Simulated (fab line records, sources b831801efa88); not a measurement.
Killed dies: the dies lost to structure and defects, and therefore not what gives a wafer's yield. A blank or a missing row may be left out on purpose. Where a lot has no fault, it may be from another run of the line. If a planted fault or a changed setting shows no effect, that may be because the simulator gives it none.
Chamber matching / flow gf180mcu / GF_CONTACT_CMP_27 on cmp-02: 4 sister chambers
The step polishes, stops on SiO2, t overpolish 15 s, target thk 0 nm. 8 wafers are shown with their chamber, then 7 later ones without.

== WAFERS WITH THEIR CHAMBER ==
wafer=L352.1; chamber=1; motor current A (A)=11.7; overpolish run s (s)=15.007
wafer=L353.2; chamber=0; motor current A (A)=10.8; overpolish run s (s)=14.996
wafer=L353.3; chamber=1; motor current A (A)=12.0; overpolish run s (s)=15.000
wafer=L359.1; chamber=3; motor current A (A)=11.1; overpolish run s (s)=14.982
wafer=L359.2; chamber=0; motor current A (A)=11.0; overpolish run s (s)=15.006
wafer=L359.3; chamber=2; motor current A (A)=10.0; overpolish run s (s)=14.992
wafer=L362.1; chamber=2; motor current A (A)=10.2; overpolish run s (s)=15.007
wafer=L362.4; chamber=3; motor current A (A)=10.7; overpolish run s (s)=14.989

== WAFERS MISSING THEIR CHAMBER ==
wafer=L362.5; motor current A (A)=11.8; overpolish run s (s)=14.998
wafer=L363.3; motor current A (A)=11.4; overpolish run s (s)=15.017
wafer=L363.4; motor current A (A)=11.3; overpolish run s (s)=15.002
wafer=L363.6; motor current A (A)=9.9; overpolish run s (s)=15.001
wafer=L367.2; motor current A (A)=11.6; overpolish run s (s)=15.009
wafer=L367.5; motor current A (A)=9.7; overpolish run s (s)=15.010
wafer=L367.6; motor current A (A)=11.7; overpolish run s (s)=15.003

== WHICH CHAMBER EACH WENT THROUGH ==
wafer=L362.5; from the rows above=1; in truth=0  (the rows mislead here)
wafer=L363.3; from the rows above=can't be placed: 1 or 0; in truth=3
wafer=L363.4; from the rows above=can't be placed: 0 or 1 or 3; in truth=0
wafer=L363.6; from the rows above=2; in truth=2
wafer=L367.2; from the rows above=1; in truth=1
wafer=L367.5; from the rows above=2; in truth=2
wafer=L367.6; from the rows above=1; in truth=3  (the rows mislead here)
Correct placement for 3 of the 7. Not placeable from these rows: 2 (in 1, the candidates include the true chamber). Number placed wrongly: 2.
How it was worked out, from the rows above alone: a wafer's distance from a chamber is the root of the sum, over the readings, of the square of ((its reading less the chamber's mean) divided by the reading's scatter). The wafer belongs to the nearest chamber; if the next one is less than 2 further off, it can't be placed. The mean given for a chamber averages the wafers shown for that chamber. The scatter is the square root of a quotient: the sum, over the shown wafers, of each reading's squared deviation from its chamber's mean, divided by wafers minus chambers.
